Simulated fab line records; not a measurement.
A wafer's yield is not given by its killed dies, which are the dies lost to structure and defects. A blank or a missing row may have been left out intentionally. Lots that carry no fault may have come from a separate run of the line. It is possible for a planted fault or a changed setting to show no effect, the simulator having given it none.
The tool behind it: which one? | flow gf180mcu | 39 wafers from 13 lots sampled at 6 of the route's 602 steps

WHAT THE GAUGES READ, wafer by wafer
GF_CONTACT_THK_MEAS_03.
lot  | measured     | on            | CONTACT_CVD_02_THK (nm)
L819 | day 15 14:14 | film metro-03 | 841 853 855
L820 | day 15 23:58 | film metro-04 | 846 838 856
L823 | day 17 05:46 | film metro-03 | 848 862 848
L825 | day 17 21:06 | film metro-04 | 849 860 872
L826 | day 18 11:31 | film metro-02 | 863 864 876
L827 | day 18 17:02 | film metro-04 | 857 872 873
L828 | day 19 01:37 | film metro-04 | 844 842 836
L829 | day 19 10:42 | film metro-03 | 853 869 858
L830 | day 19 22:41 | film metro-04 | 852 870 876
L835 | day 21 13:42 | film metro-03 | 854 856 872
L838 | day 22 12:37 | film metro-04 | 1131 1119 853
L839 | day 22 22:33 | film metro-02 | 854 1133 853
L840 | day 23 05:16 | film metro-03 | 878 865 872

GF_CONTACT_OVL_MEAS_15.
lot  | measured     | on         | CONTACT_OVL (nm)
L819 | day 16 13:23 | overlay-01 | -9 -13 -10
L820 | day 16 22:26 | overlay-02 | -11 -5 0
L823 | day 18 05:58 | overlay-01 | -6 -8 -7
L825 | day 18 21:37 | overlay-02 | 6 5 6
L826 | day 19 12:17 | overlay-01 | -9 -7 -4
L827 | day 19 18:02 | overlay-02 | -6 -7 -3
L828 | day 20 02:58 | overlay-02 | -13 -3 -6
L829 | day 20 11:43 | overlay-01 | 0 2 5
L830 | day 20 23:40 | overlay-02 | 4 7 6
L835 | day 22 14:11 | overlay-02 | -3 3 -5
L838 | day 23 11:44 | overlay-01 | -1 -9 -2
L839 | day 23 21:46 | overlay-01 | -4 -4 1
L840 | day 24 04:28 | overlay-01 | 3 4 0

EACH LOT AND THE TOOL THAT RAN IT (in order: tool; ch and the chambers of the sampled wafers; start)
lot  | GF_SALICIDE_SPUTTER_03       | GF_SALICIDE_RTA_08               | GF_CONTACT_CVD_02               | GF_CONTACT_CMP_04
L819 | pvd sputter-04, day 15 13:33 | rtp anneal-02 ch 0, day 15 13:58 | pecvd-04 ch 1,2, day 15 14:09   | cmp-02 ch 0,3, day 15 14:17
L820 | pvd sputter-03, day 15 23:17 | rtp anneal-02 ch 0, day 15 23:42 | pecvd-04 ch 1,2, day 15 23:53   | cmp-01 ch 0,2,3, day 16 00:07
L823 | pvd sputter-01, day 17 05:05 | rtp anneal-01 ch 0, day 17 05:29 | pecvd-03 ch 1,2, day 17 05:41   | cmp-01 ch 0,1,3, day 17 05:55
L825 | pvd sputter-03, day 17 20:25 | rtp anneal-02 ch 0, day 17 20:49 | pecvd-03 ch 0,1, day 17 21:02   | cmp-01 ch 0,1,3, day 17 21:22
L826 | pvd sputter-03, day 18 10:49 | rtp anneal-01 ch 0, day 18 11:14 | pecvd-04 ch 1,2, day 18 11:26   | cmp-01 ch 0,3, day 18 11:37
L827 | pvd sputter-01, day 18 16:22 | rtp anneal-01 ch 0, day 18 16:46 | pecvd-01 ch 1,2, day 18 16:58   | cmp-01 ch 0,2,3, day 18 17:05
L828 | pvd sputter-04, day 19 00:56 | rtp anneal-01 ch 0, day 19 01:20 | pecvd-03 ch 0,1,2, day 19 01:32 | cmp-02 ch 0,1,3, day 19 01:43
L829 | pvd sputter-03, day 19 10:02 | rtp anneal-02 ch 0, day 19 10:26 | pecvd-01 ch 0,1, day 19 10:38   | cmp-02 ch 0,3, day 19 10:49
L830 | pvd sputter-04, day 19 22:00 | rtp anneal-01 ch 0, day 19 22:25 | pecvd-01 ch 0,1, day 19 22:36   | cmp-02 ch 1,2, day 19 22:44
L835 | pvd sputter-01, day 21 13:01 | rtp anneal-01 ch 0, day 21 13:25 | pecvd-04 ch 1,2, day 21 13:38   | cmp-02 ch 0,1,3, day 21 13:46
L838 | pvd sputter-01, day 22 11:55 | rtp anneal-02 ch 0, day 22 12:22 | pecvd-04 ch 0,1,2, day 22 12:33 | cmp-02 ch 1,2,3, day 22 12:44
L839 | pvd sputter-04, day 22 21:52 | rtp anneal-02 ch 0, day 22 22:17 | pecvd-04 ch 0,1, day 22 22:28   | cmp-01 ch 0,1,3, day 22 22:41
L840 | pvd sputter-01, day 23 04:36 | rtp anneal-01 ch 0, day 23 05:00 | pecvd-01 ch 0,2, day 23 05:12   | cmp-01 ch 0,1, day 23 05:20
- GF_SALICIDE_SPUTTER_03: material TiN, target thk 20 nm, time 16.7 s.
- GF_SALICIDE_RTA_08: time 30 s.
- GF_CONTACT_CVD_02: deposits SiO2 from TEOS, target thk 860 nm, time 95.992 s.
- GF_CONTACT_CMP_04: polishes SiO2.

AS READ BY THE TOOLS THEMSELVES (means over the sampled wafers that have a number; for cases with no such wafer, the mark the record gives instead)
GF_SALICIDE_SPUTTER_03.
lot  | tool           | throttle valve pct (%)
L819 | pvd sputter-04 | 30.5
L820 | pvd sputter-03 | 29.9
L823 | pvd sputter-01 | 30.3
L825 | pvd sputter-03 | 29.3
L826 | pvd sputter-03 | 30.2
L827 | pvd sputter-01 | 30.5
L828 | pvd sputter-04 | 30.5
L829 | pvd sputter-03 | 29.9
L830 | pvd sputter-04 | 30.7
L835 | pvd sputter-01 | 30.3
L838 | pvd sputter-01 | 30.3
L839 | pvd sputter-04 | 30.5
L840 | pvd sputter-01 | 30.2

GF_SALICIDE_RTA_08.
lot  | tool          | lamp power pct (%) | wafer_temp_C_max
L819 | rtp anneal-02 | 20.4               | 802.3
L820 | rtp anneal-02 | 20.3               | 802.4
L823 | rtp anneal-01 | 17.5               | 804.2
L825 | rtp anneal-02 | 20.3               | 802.2
L826 | rtp anneal-01 | 17.5               | 804.3
L827 | rtp anneal-01 | 17.5               | 804.4
L828 | rtp anneal-01 | 17.5               | 804.0
L829 | rtp anneal-02 | 20.4               | 802.5
L830 | rtp anneal-01 | 17.5               | 803.8
L835 | rtp anneal-01 | 17.5               | 803.9
L838 | rtp anneal-02 | 20.4               | 802.8
L839 | rtp anneal-02 | 20.3               | 802.6
L840 | rtp anneal-01 | 17.5               | 804.0

GF_CONTACT_CVD_02.
lot  | tool     | heater power w (W)
L819 | pecvd-04 | 724
L820 | pecvd-04 | 669
L823 | pecvd-03 | 659
L825 | pecvd-03 | 738
L826 | pecvd-04 | 694
L827 | pecvd-01 | 597
L828 | pecvd-03 | 694
L829 | pecvd-01 | 679
L830 | pecvd-01 | 589
L835 | pecvd-04 | 690
L838 | pecvd-04 | 684
L839 | pecvd-04 | 638
L840 | pecvd-01 | 744

GF_CONTACT_CMP_04.
lot  | tool   | motor current A (A) | time to endpoint s (s)
L819 | cmp-02 | 12.8                | 107
L820 | cmp-01 | 11.1                | 101
L823 | cmp-01 | 12.4                | 114
L825 | cmp-01 | 11.8                | 116
L826 | cmp-01 | 11.4                | 112
L827 | cmp-01 | 11.1                | 111
L828 | cmp-02 | 13.3                | 106
L829 | cmp-02 | 12.9                | 109
L830 | cmp-02 | 12.7                | 110
L835 | cmp-02 | 13.1                | 109
L838 | cmp-02 | 12.6                | 169
L839 | cmp-01 | 12.1                | 142
L840 | cmp-01 | 12.6                | 117

THE ANSWER, worked out from the rows above alone
Rule: what is usual is taken from the lots themselves. Put in order of their means at a reading, lots are off if they are a third of the lots or fewer, leave a main group of 4 or more, and stand apart from it by a gap of 3 or more times the standard deviation of the main group's means; of several such gaps the widest counts. A main group whose means are all the same, to the digits that the tables above print for the reading, isn't used. Also off: a lot with no number at a reading for which 4 or more lots have one. Where the step has rows for the other lots, those lots are counted as sound. First the gauges in route order, then the tools' own readings, where a lot's mean is used as printed above. At the first step where some lot is off, the reading lying furthest off is the one used; lots without a number count as furthest.
Off: L838, L839, seen at GF_CONTACT_THK_MEAS_03 (CONTACT_CVD_02_THK). The main group: mean 858 nm, standard deviation 9.4.
A tool fits if, at a process step before that reading, it ran every lot that is off, and no sound lot after the first of them. Not tried: the gauges at GF_CONTACT_THK_MEAS_03; whatever is off there is also off at GF_CONTACT_CMP_04, on other tools, and gauge error can't account for it. Can't be told from this: 2 tools fit, rtp anneal-02 at GF_SALICIDE_RTA_08, pecvd-04 at GF_CONTACT_CVD_02.

WHAT HAD BEEN PUT IN BY THE SIMULATOR
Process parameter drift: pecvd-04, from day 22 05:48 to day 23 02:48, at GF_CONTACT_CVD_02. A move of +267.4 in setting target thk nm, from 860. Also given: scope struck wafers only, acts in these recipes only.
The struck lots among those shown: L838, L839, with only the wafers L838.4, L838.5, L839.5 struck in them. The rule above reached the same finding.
